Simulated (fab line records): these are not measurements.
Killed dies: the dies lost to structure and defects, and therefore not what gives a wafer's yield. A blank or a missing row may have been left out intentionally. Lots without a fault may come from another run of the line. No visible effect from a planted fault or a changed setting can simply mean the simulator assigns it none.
Which tool was responsible? :: flow gf180mcu :: 42 wafers from 14 lots sampled at 5 of the route's 602 steps

WHAT THE GAUGES SHOWED, per wafer
GF_HV_LDD_THK_MEAS_57.
lot: L601
measured: day 12 11:04
on: filmMetro-03
HV_LDD_CVD_56_THK (nm): 89.4 89.3 89.4

lot: L602
measured: day 12 17:35
on: filmMetro-01
HV_LDD_CVD_56_THK (nm): 89.4 90.2 90.0

lot: L603
measured: day 13 00:44
on: filmMetro-03
HV_LDD_CVD_56_THK (nm): 90.3 89.6 90.0

lot: L605
measured: day 13 17:47
on: filmMetro-03
HV_LDD_CVD_56_THK (nm): 91.1 91.0 90.8

lot: L606
measured: day 14 03:55
on: filmMetro-03
HV_LDD_CVD_56_THK (nm): 89.2 90.0 89.7

lot: L609
measured: day 15 11:07
on: filmMetro-03
HV_LDD_CVD_56_THK (nm): 88.8 88.7 89.4

lot: L615
measured: day 17 10:46
on: filmMetro-04
HV_LDD_CVD_56_THK (nm): 91.6 91.3 91.5

lot: L616
measured: day 17 23:38
on: filmMetro-01
HV_LDD_CVD_56_THK (nm): 89.9 89.4 89.8

lot: L618
measured: day 18 03:27
on: filmMetro-04
HV_LDD_CVD_56_THK (nm): 90.8 90.6 90.3

lot: L619
measured: day 18 16:41
on: filmMetro-03
HV_LDD_CVD_56_THK (nm): 90.0 89.6 89.9

lot: L620
measured: day 18 19:04
on: filmMetro-01
HV_LDD_CVD_56_THK (nm): 90.5 90.4 89.5

lot: L622
measured: day 19 13:50
on: filmMetro-03
HV_LDD_CVD_56_THK (nm): 91.3 90.3 91.3

lot: L623
measured: day 19 20:07
on: filmMetro-04
HV_LDD_CVD_56_THK (nm): 90.8 91.9 91.2

lot: L624
measured: day 20 06:13
on: filmMetro-01
HV_LDD_CVD_56_THK (nm): 90.9 90.5 90.2

GF_NSD_CD_MEAS_07 targets a cd of 400 nm.
lot: L601
measured: day 13 05:59
on: cdSem-01
cdNm (nm): 401 402 401

lot: L602
measured: day 13 12:58
on: cdSem-01
cdNm (nm): 403 404 402

lot: L603
measured: day 13 20:45
on: cdSem-02
cdNm (nm): 398 397 397

lot: L605
measured: day 14 13:35
on: cdSem-01
cdNm (nm): 399 399 398

lot: L606
measured: day 15 00:02
on: cdSem-01
cdNm (nm): 399 400 400

lot: L609
measured: day 16 09:16
on: cdSem-02
cdNm (nm): 401 399 401

lot: L615
measured: day 18 09:47
on: cdSem-01
cdNm (nm): 395 397 396

lot: L616
measured: day 18 23:24
on: cdSem-02
cdNm (nm): 400 401 398

lot: L618
measured: day 19 03:15
on: cdSem-02
cdNm (nm): 397 399 399

lot: L619
measured: day 19 15:51
on: cdSem-02
cdNm (nm): 396 395 397

lot: L620
measured: day 19 18:32
on: cdSem-01
cdNm (nm): 400 403 403

lot: L622
measured: day 20 14:17
on: cdSem-01
cdNm (nm): 394 394 396

lot: L623
measured: day 20 19:51
on: cdSem-01
cdNm (nm): 404 404 404

lot: L624
measured: day 21 06:03
on: cdSem-02
cdNm (nm): 399 399 398

GF_PSD_RS_MEAS_14: measures by four-point-probe.
lot: L601
measured: day 14 02:32
on: filmMetro-02
NSD_RS (ohm/sq): 46.22 46.19 46.19

lot: L602
measured: day 14 10:58
on: filmMetro-02
NSD_RS (ohm/sq): 46.27 46.12 46.09

lot: L603
measured: day 14 17:57
on: filmMetro-02
NSD_RS (ohm/sq): 46.31 46.25 46.17

lot: L605
measured: day 15 11:49
on: filmMetro-03
NSD_RS (ohm/sq): 46.20 46.10 46.10

lot: L606
measured: day 15 23:13
on: filmMetro-04
NSD_RS (ohm/sq): 46.29 46.28 46.24

lot: L609
measured: day 17 08:59
on: filmMetro-04
NSD_RS (ohm/sq): 46.22 46.25 46.21

lot: L615
measured: day 19 10:55
on: filmMetro-02
NSD_RS (ohm/sq): - - -

lot: L616
measured: day 20 00:24
on: filmMetro-03
NSD_RS (ohm/sq): - - -

lot: L618
measured: day 20 04:45
on: filmMetro-03
NSD_RS (ohm/sq): 46.12 46.07 46.21

lot: L619
measured: day 20 16:46
on: filmMetro-03
NSD_RS (ohm/sq): 46.11 46.27 46.18

lot: L620
measured: day 20 19:11
on: filmMetro-02
NSD_RS (ohm/sq): 46.20 46.19 46.20

lot: L622
measured: day 21 15:05
on: filmMetro-02
NSD_RS (ohm/sq): 46.24 46.38 46.28

lot: L623
measured: day 21 20:36
on: filmMetro-02
NSD_RS (ohm/sq): 46.05 46.21 46.18

lot: L624
measured: day 22 06:42
on: filmMetro-04
NSD_RS (ohm/sq): 46.22 46.18 46.29

WHAT TOOL EACH LOT RAN ON (gives the tool, then ch and the chambers of the sampled wafers, and finally the start)
lot: L601
GF_HV_LDD_ETCHBACK_58: rieDiel-02 ch 1,3, day 12 11:07
GF_PSD_RTA_13: rtpAnneal-01 ch 0, day 14 02:27

lot: L602
GF_HV_LDD_ETCHBACK_58: rieDiel-01 ch 1,2,3, day 12 17:38
GF_PSD_RTA_13: rtpAnneal-01 ch 0, day 14 10:53

lot: L603
GF_HV_LDD_ETCHBACK_58: rieDiel-03 ch 1,2,3, day 13 00:47
GF_PSD_RTA_13: rtpAnneal-02 ch 0, day 14 17:52

lot: L605
GF_HV_LDD_ETCHBACK_58: rieDiel-02 ch 2,3, day 13 17:50
GF_PSD_RTA_13: rtpAnneal-02 ch 0, day 15 11:39

lot: L606
GF_HV_LDD_ETCHBACK_58: rieDiel-02 ch 0,2,3, day 14 03:58
GF_PSD_RTA_13: rtpAnneal-01 ch 0, day 15 23:08

lot: L609
GF_HV_LDD_ETCHBACK_58: rieDiel-02 ch 2,3, day 15 11:10
GF_PSD_RTA_13: rtpAnneal-01 ch 0, day 17 08:53

lot: L615
GF_HV_LDD_ETCHBACK_58: rieDiel-01 ch 1,2,3, day 17 10:49
GF_PSD_RTA_13: rtpAnneal-02, day 19 10:50

lot: L616
GF_HV_LDD_ETCHBACK_58: rieDiel-02 ch 0,1, day 17 23:41
GF_PSD_RTA_13: rtpAnneal-01, day 20 00:19

lot: L618
GF_HV_LDD_ETCHBACK_58: rieDiel-03 ch 0,2,3, day 18 03:30
GF_PSD_RTA_13: rtpAnneal-01 ch 0, day 20 04:40

lot: L619
GF_HV_LDD_ETCHBACK_58: rieDiel-01 ch 0,2,3, day 18 16:44
GF_PSD_RTA_13: rtpAnneal-01 ch 0, day 20 16:40

lot: L620
GF_HV_LDD_ETCHBACK_58: rieDiel-03 ch 0,1,2, day 18 19:07
GF_PSD_RTA_13: rtpAnneal-02 ch 0, day 20 19:06

lot: L622
GF_HV_LDD_ETCHBACK_58: rieDiel-03 ch 0,1,3, day 19 13:53
GF_PSD_RTA_13: rtpAnneal-01 ch 0, day 21 15:00

lot: L623
GF_HV_LDD_ETCHBACK_58: rieDiel-01 ch 0,3, day 19 20:10
GF_PSD_RTA_13: rtpAnneal-02 ch 0, day 21 20:31

lot: L624
GF_HV_LDD_ETCHBACK_58: rieDiel-01 ch 0,2, day 20 06:16
GF_PSD_RTA_13: rtpAnneal-02 ch 0, day 22 06:37
- GF_HV_LDD_ETCHBACK_58: etches Si3N4 in CH3F/O2, stops on SiO2, time 100 s, target depth 90 nm.
- GF_PSD_RTA_13: time 20 s.

WHAT THE TOOLS THEMSELVES READ (means of the sampled wafers that have a number; where no wafer has one, the mark that the record gives instead)
GF_HV_LDD_ETCHBACK_58.
lot: L601
tool: rieDiel-02
ch3fFlowSccm (sccm): 40.09
chamberPressureMTorr (mTorr): 24.991
drypumpMotorCurrentA (A): 5.2
oesProductAu (a.u.): 0.835
throttleValvePct (%): 10.557

lot: L602
tool: rieDiel-01
ch3fFlowSccm (sccm): 40.09
chamberPressureMTorr (mTorr): 25.017
drypumpMotorCurrentA (A): 6.0
oesProductAu (a.u.): 0.844
throttleValvePct (%): 10.564

lot: L603
tool: rieDiel-03
ch3fFlowSccm (sccm): 40.07
chamberPressureMTorr (mTorr): 24.987
drypumpMotorCurrentA (A): 5.7
oesProductAu (a.u.): 0.844
throttleValvePct (%): 10.560

lot: L605
tool: rieDiel-02
ch3fFlowSccm (sccm): 40.00
chamberPressureMTorr (mTorr): 24.995
drypumpMotorCurrentA (A): 5.5
oesProductAu (a.u.): 0.850
throttleValvePct (%): 10.561

lot: L606
tool: rieDiel-02
ch3fFlowSccm (sccm): 40.01
chamberPressureMTorr (mTorr): 24.983
drypumpMotorCurrentA (A): 5.5
oesProductAu (a.u.): 0.839
throttleValvePct (%): 10.559

lot: L609
tool: rieDiel-02
ch3fFlowSccm (sccm): 40.12
chamberPressureMTorr (mTorr): 25.023
drypumpMotorCurrentA (A): 5.8
oesProductAu (a.u.): 0.837
throttleValvePct (%): 10.565

lot: L615
tool: rieDiel-01
ch3fFlowSccm (sccm): 39.96
chamberPressureMTorr (mTorr): 25.006
drypumpMotorCurrentA (A): 6.0
oesProductAu (a.u.): 0.852
throttleValvePct (%): 10.566

lot: L616
tool: rieDiel-02
ch3fFlowSccm (sccm): 40.05
chamberPressureMTorr (mTorr): 25.001
drypumpMotorCurrentA (A): 5.3
oesProductAu (a.u.): 0.844
throttleValvePct (%): 10.557

lot: L618
tool: rieDiel-03
ch3fFlowSccm (sccm): 40.06
chamberPressureMTorr (mTorr): 25.025
drypumpMotorCurrentA (A): 5.8
oesProductAu (a.u.): 0.849
throttleValvePct (%): 10.561

lot: L619
tool: rieDiel-01
ch3fFlowSccm (sccm): 39.91
chamberPressureMTorr (mTorr): 25.013
drypumpMotorCurrentA (A): 5.7
oesProductAu (a.u.): 0.844
throttleValvePct (%): 10.564

lot: L620
tool: rieDiel-03
ch3fFlowSccm (sccm): 40.03
chamberPressureMTorr (mTorr): 25.011
drypumpMotorCurrentA (A): 6.0
oesProductAu (a.u.): 0.847
throttleValvePct (%): 10.559

lot: L622
tool: rieDiel-03
ch3fFlowSccm (sccm): 39.99
chamberPressureMTorr (mTorr): 24.995
drypumpMotorCurrentA (A): 5.8
oesProductAu (a.u.): 0.847
throttleValvePct (%): 10.548

lot: L623
tool: rieDiel-01
ch3fFlowSccm (sccm): 39.99
chamberPressureMTorr (mTorr): 24.985
drypumpMotorCurrentA (A): 5.3
oesProductAu (a.u.): 0.851
throttleValvePct (%): 10.561

lot: L624
tool: rieDiel-01
ch3fFlowSccm (sccm): 39.89
chamberPressureMTorr (mTorr): 25.014
drypumpMotorCurrentA (A): 6.0
oesProductAu (a.u.): 0.848
throttleValvePct (%): 10.555

GF_PSD_RTA_13.
lot: L601
tool: rtpAnneal-01
annealTempCMax: 1028.6
chamberO2Ppm: 2.013
lampPowerPct (%): 34.3
wafer_temp_C_max: 1031.5

lot: L602
tool: rtpAnneal-01
annealTempCMax: 1028.7
chamberO2Ppm: 1.976
lampPowerPct (%): 34.3
wafer_temp_C_max: 1031.3

lot: L603
tool: rtpAnneal-02
annealTempCMax: 1028.8
chamberO2Ppm: 2.007
lampPowerPct (%): 30.6
wafer_temp_C_max: 1027.7

lot: L605
tool: rtpAnneal-02
annealTempCMax: 1029.1
chamberO2Ppm: 2.040
lampPowerPct (%): 30.6
wafer_temp_C_max: 1028.4

lot: L606
tool: rtpAnneal-01
annealTempCMax: 1029.1
chamberO2Ppm: 1.971
lampPowerPct (%): 34.3
wafer_temp_C_max: 1031.9

lot: L609
tool: rtpAnneal-01
annealTempCMax: 1029.5
chamberO2Ppm: 2.023
lampPowerPct (%): 34.3
wafer_temp_C_max: 1032.4

lot: L615
tool: rtpAnneal-02
annealTempCMax: -
chamberO2Ppm: -
lampPowerPct (%): -
wafer_temp_C_max: -

lot: L616
tool: rtpAnneal-01
annealTempCMax: -
chamberO2Ppm: -
lampPowerPct (%): -
wafer_temp_C_max: -

lot: L618
tool: rtpAnneal-01
annealTempCMax: 1028.8
chamberO2Ppm: 1.994
lampPowerPct (%): 34.2
wafer_temp_C_max: 1032.8

lot: L619
tool: rtpAnneal-01
annealTempCMax: 1028.8
chamberO2Ppm: 2.001
lampPowerPct (%): 34.3
wafer_temp_C_max: 1031.0

lot: L620
tool: rtpAnneal-02
annealTempCMax: 1029.3
chamberO2Ppm: 1.983
lampPowerPct (%): 30.6
wafer_temp_C_max: 1028.1

lot: L622
tool: rtpAnneal-01
annealTempCMax: 1028.3
chamberO2Ppm: 1.994
lampPowerPct (%): 34.3
wafer_temp_C_max: 1033.8

lot: L623
tool: rtpAnneal-02
annealTempCMax: 1028.4
chamberO2Ppm: 2.004
lampPowerPct (%): 30.6
wafer_temp_C_max: 1027.3

lot: L624
tool: rtpAnneal-02
annealTempCMax: 1028.5
chamberO2Ppm: 1.986
lampPowerPct (%): 30.6
wafer_temp_C_max: 1027.6

THE ANSWER, worked out from the rows above alone
Rule: the usual values come from the lots themselves. The widest of any qualifying gaps counts: lots, ordered by their means at a reading, are off when they make up no more than a third of the lots, leave a main group of 4 or more, and stand apart from it by 3 or more times the standard deviation of that group's means. The tables above print the reading to a certain number of digits; a main group whose means all agree to those digits is not used. Also off: a lot with no number at a reading for which 4 or more lots have one. Any other lot the step has rows for is counted as sound. The gauges are gone through in route order, then the tools' own readings, and for those a lot's mean is taken as printed above. At the first step where some lot is off, the reading lying furthest off is the one used; lots without a number count as furthest.
Off: L615, L616, seen at GF_PSD_RS_MEAS_14 (NSD_RS). Without a number there: L615, L616. Mean 46.20 ohm/sq and standard deviation 0.052 in the main group.
A tool fits if, at a process step before that reading, it ran every lot that is off, and no sound lot after the first of them. Not tried: the gauges at GF_PSD_RS_MEAS_14; whatever is off there is also off at GF_PSD_RTA_13, on other tools, and gauge error can't account for it. Not one of the candidates tried fits.

WHAT WAS PUT IN BY THE SIMULATOR
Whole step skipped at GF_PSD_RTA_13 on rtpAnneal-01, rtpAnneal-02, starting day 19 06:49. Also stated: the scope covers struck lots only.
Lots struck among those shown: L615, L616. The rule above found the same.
